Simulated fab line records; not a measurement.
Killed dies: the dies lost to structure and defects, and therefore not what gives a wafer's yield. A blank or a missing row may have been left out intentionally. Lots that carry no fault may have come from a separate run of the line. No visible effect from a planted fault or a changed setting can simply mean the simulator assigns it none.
One fault seen from 2 desks | flow sky130 | each desk has only its own numbers; what lay behind them comes last

== THE METROLOGY DESK ==
Lot by lot, what the gauges showed, no matter which tool ran the lot: averages of those sampled wafers that carry a number. Marked OUT: a lot whose mean sits more than 4 standard deviations from the usual mean, which makes it out of limits; the brackets give that distance.
Columns: A = cdNm at SKY_SONOS_ONO_CD_MEAS_13, usual 410.3 nm; B = POLY_GATE_OXIDATION_THK at SKY_POLY_GATE_THK_MEAS_21, usual 4.02 nm; C = LDD_HVN_TW at SKY_LDD_HVN_TW_MEAS_10, usual 1432
lot  | first seen here | A     | B    | C
L115 | day 13 01:26    | 411.6 | 4.00 | 1427
L116 | day 13 09:57    | 415.2 | 4.00 | 1421
L118 | day 13 15:52    | 409.5 | 3.99 | 1258 (-25) OUT
L120 | day 14 13:57    | 409.6 | 4.18 | 1257 (-25) OUT
L121 | day 14 23:55    | 406.3 | 4.05 | 1264 (-24) OUT
L128 | day 17 17:49    | 408.9 | 3.97 | 1435
L129 | day 18 01:38    | 406.8 | 3.99 | 1420
L130 | day 18 04:05    | 412.2 | 4.04 | 1442
L131 | day 18 08:55    | 409.9 | 4.08 | 1424
L132 | day 18 13:15    | 410.2 | 4.00 | 1438
L135 | day 19 19:02    | 411.4 | 3.98 | 1434
L136 | day 20 05:51    | 411.4 | 4.07 | 1430
This desk reports L118, L120, L121 out of limits; the earliest was L118 at day 21 09:38 (LDD_HVN_TW at SKY_LDD_HVN_TW_MEAS_10). In limits: L115, L116, L128, L129, L130, L131, L132, L135, L136.

== FOR THE TOOL OWNER'S DESK: implanter-04 ==
The tool's own readings at SKY_LDD_HVN_IMPLANT_08: means of the sampled wafers that have a number, for each lot that ran on this tool. Marked OUT: a lot whose mean sits more than 4 standard deviations from the usual mean, which makes it out of limits; the brackets give that distance.
Columns: A = beamEnergyKeV at SKY_LDD_HVN_IMPLANT_08, usual 60.007; B = doseIonsCm2 at SKY_LDD_HVN_IMPLANT_08, usual 3e+13; C = faradayCurrentUA at SKY_LDD_HVN_IMPLANT_08, usual 169
lot  | first seen here | A      | B                       | C
L115 | day 20 16:25    | 59.995 | 3e+13                   | 170
L118 | day 21 09:24    | 60.009 | 2e+13 (-99 or more) OUT | 115 (-16) OUT
L120 | day 22 14:09    | 60.012 | 2e+13 (-99 or more) OUT | 112 (-17) OUT
L121 | day 22 21:54    | 60.011 | 2e+13 (-99 or more) OUT | 115 (-16) OUT
L128 | day 25 15:49    | 59.996 | 3e+13                   | 170
L129 | day 26 03:52    | 60.002 | 3e+13                   | 167
L130 | day 26 04:58    | 59.989 | 3e+13                   | 171
L131 | day 26 09:23    | 60.030 | 3e+13                   | 170
L132 | day 26 15:28    | 60.021 | 3e+13                   | 167
L135 | day 27 17:04    | 60.018 | 3e+13                   | 166
This desk finds L118, L120, L121 out of limits, L118 being first, at day 21 09:24 (doseIonsCm2 at SKY_LDD_HVN_IMPLANT_08). In limits: L115, L128, L129, L130, L131, L132, L135.

== BROUGHT TOGETHER ==
The tool owner's desk could have raised an alarm at day 21 09:24, on L118, L120, L121.
The metrology desk could have raised an alarm at day 21 09:38, on L118, L120, L121.
Of the lots named, all ran SKY_LDD_HVN_IMPLANT_08 on implanter-04.

== WHAT THE SIMULATOR HAD PUT IN ==
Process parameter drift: implanter-04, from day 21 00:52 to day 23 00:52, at SKY_LDD_HVN_IMPLANT_08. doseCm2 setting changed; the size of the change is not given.
Lots struck among those shown: L118, L120, L121.
Time in hours from fault onset to the first out-of-limits reading at each desk: tool owner's desk 9, metrology desk 9.
